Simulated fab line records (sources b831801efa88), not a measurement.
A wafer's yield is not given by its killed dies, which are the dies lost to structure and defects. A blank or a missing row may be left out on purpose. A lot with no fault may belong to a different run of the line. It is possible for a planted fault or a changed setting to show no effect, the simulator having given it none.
Chamber matching | flow sfq-line | 4 sister chambers for SFQ_TRILAYER_I2_CMP_CMP_064 on cmp-01
The step polishes SiO2. 4 wafers are shown with their chamber, then 7 later ones without.

== EACH WAFER AND ITS CHAMBER ==
wafer  | chamber | motor-current-A (A)
L575.2 | 3       | 11.1
L575.4 | 2       | 11.0
L576.2 | 1       | 13.3
L576.4 | 0       | 11.1

== WAFERS MISSING THEIR CHAMBER ==
wafer  | motor-current-A (A)
L576.6 | 13.1
L577.4 | 10.8
L577.1 | 13.2
L577.3 | 10.8
L578.1 | 10.8
L578.4 | 11.3
L578.5 | 10.7

== THE CHAMBER EACH PASSED THROUGH ==
wafer  | from the rows above          | in truth
L576.6 | 1                            | 1
L577.4 | can't be placed: 2 or 0 or 3 | 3
L577.1 | 1                            | 1
L577.3 | can't be placed: 2 or 0 or 3 | 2
L578.1 | can't be placed: 2 or 0 or 3 | 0
L578.4 | can't be placed: 0 or 3 or 2 | 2
L578.5 | can't be placed: 2 or 0 or 3 | 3
2 of 7 placed correctly. Unplaceable from these rows: 5, with the true chamber sitting among the candidates in 5. Number placed wrongly: 0.
How it was worked out, from the rows above alone: a wafer's distance from a chamber is the root of the sum, over the readings, of the square of ((its reading less the chamber's mean) divided by the reading's scatter). If the next closest chamber is less than 2 further off than the closest, the wafer can't be placed; otherwise it belongs to the closest. For every chamber, the mean is computed from those of its wafers that are shown. The scatter (one wafer shown for each chamber): square how far every hidden wafer sits from the nearest shown wafer, average those squares and take the square root.
